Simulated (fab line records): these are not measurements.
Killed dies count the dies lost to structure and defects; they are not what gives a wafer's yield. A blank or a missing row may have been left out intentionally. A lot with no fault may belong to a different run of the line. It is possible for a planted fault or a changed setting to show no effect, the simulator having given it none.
Matching of chambers || flow sfq line || SFQ_TRILAYER_I3_CMP_CMP_082 on cmp-01 has 4 sister chambers
The step polishes SiO2. 14 wafers are shown with their chamber, then 7 later ones without.

== WAFERS WITH THEIR CHAMBER ==
{"wafer": "L144.2", "chamber": 2, "motor current A (A)": 7.7, "time to endpoint s (s)": 206}
{"wafer": "L144.4", "chamber": 0, "motor current A (A)": 8.6, "time to endpoint s (s)": 212}
{"wafer": "L144.6", "chamber": 2, "motor current A (A)": 8.2, "time to endpoint s (s)": 204}
{"wafer": "L145.2", "chamber": 1, "motor current A (A)": 10.1, "time to endpoint s (s)": 208}
{"wafer": "L145.5", "chamber": 0, "motor current A (A)": 8.3, "time to endpoint s (s)": 208}
{"wafer": "L145.6", "chamber": 3, "motor current A (A)": 12.2, "time to endpoint s (s)": 210}
{"wafer": "L149.2", "chamber": 1, "motor current A (A)": 9.6, "time to endpoint s (s)": 218}
{"wafer": "L149.4", "chamber": 2, "motor current A (A)": 8.2, "time to endpoint s (s)": 223}
{"wafer": "L149.6", "chamber": 1, "motor current A (A)": 11.0, "time to endpoint s (s)": 222}
{"wafer": "L152.4", "chamber": 2, "motor current A (A)": 8.4, "time to endpoint s (s)": 215}
{"wafer": "L152.3", "chamber": 0, "motor current A (A)": 8.7, "time to endpoint s (s)": 212}
{"wafer": "L152.5", "chamber": 2, "motor current A (A)": 8.0, "time to endpoint s (s)": 213}
{"wafer": "L153.3", "chamber": 1, "motor current A (A)": 10.4, "time to endpoint s (s)": 205}
{"wafer": "L153.1", "chamber": 3, "motor current A (A)": 12.6, "time to endpoint s (s)": 218}

SIGNATURES (averages over the wafers above)
{"reading": "motor current A", "chamber 0": 8.533, "chamber 1": 10.275, "chamber 2": 8.100, "chamber 3": 12.400, "scatter within a chamber": 0.384}
{"reading": "time to endpoint s", "chamber 0": 210.67, "chamber 1": 213.25, "chamber 2": 212.20, "chamber 3": 214.00, "scatter within a chamber": 6.84}
Rule: distance of a wafer from a chamber = root of the sum over the readings of ((wafer's reading minus chamber's mean) / reading's scatter) squared. The wafer belongs to the nearest chamber; if the next one is less than 2 further off, it can't be placed. The scatter: the root of (the sum of the squares of (reading less its chamber's mean) over the shown wafers, divided by (wafers less chambers)).

== WAFERS MISSING THEIR CHAMBER ==
{"wafer": "L153.6", "motor current A (A)": 8.5, "time to endpoint s (s)": 224}
{"wafer": "L162.2", "motor current A (A)": 8.4, "time to endpoint s (s)": 212}
{"wafer": "L162.3", "motor current A (A)": 8.0, "time to endpoint s (s)": 217}
{"wafer": "L162.4", "motor current A (A)": 13.1, "time to endpoint s (s)": 233}
{"wafer": "L163.1", "motor current A (A)": 12.8, "time to endpoint s (s)": 220}
{"wafer": "L163.3", "motor current A (A)": 7.8, "time to endpoint s (s)": 209}
{"wafer": "L163.5", "motor current A (A)": 9.7, "time to endpoint s (s)": 219}

== EACH ONE'S CHAMBER ==
{"wafer": "L153.6", "from the rows above": "can't be placed: 0 or 2", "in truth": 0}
{"wafer": "L162.2", "from the rows above": "can't be placed: 0 or 2", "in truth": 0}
{"wafer": "L162.3", "from the rows above": "can't be placed: 2 or 0", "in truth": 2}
{"wafer": "L162.4", "from the rows above": 3, "in truth": 3}
{"wafer": "L163.1", "from the rows above": 3, "in truth": 3}
{"wafer": "L163.3", "from the rows above": "can't be placed: 2 or 0", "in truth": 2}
{"wafer": "L163.5", "from the rows above": "can't be placed: 1 or 0", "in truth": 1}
Correctly placed: 2 of 7. Not placeable from these rows: 5 (in 5, the candidates include the true chamber). Placed wrongly: 0.
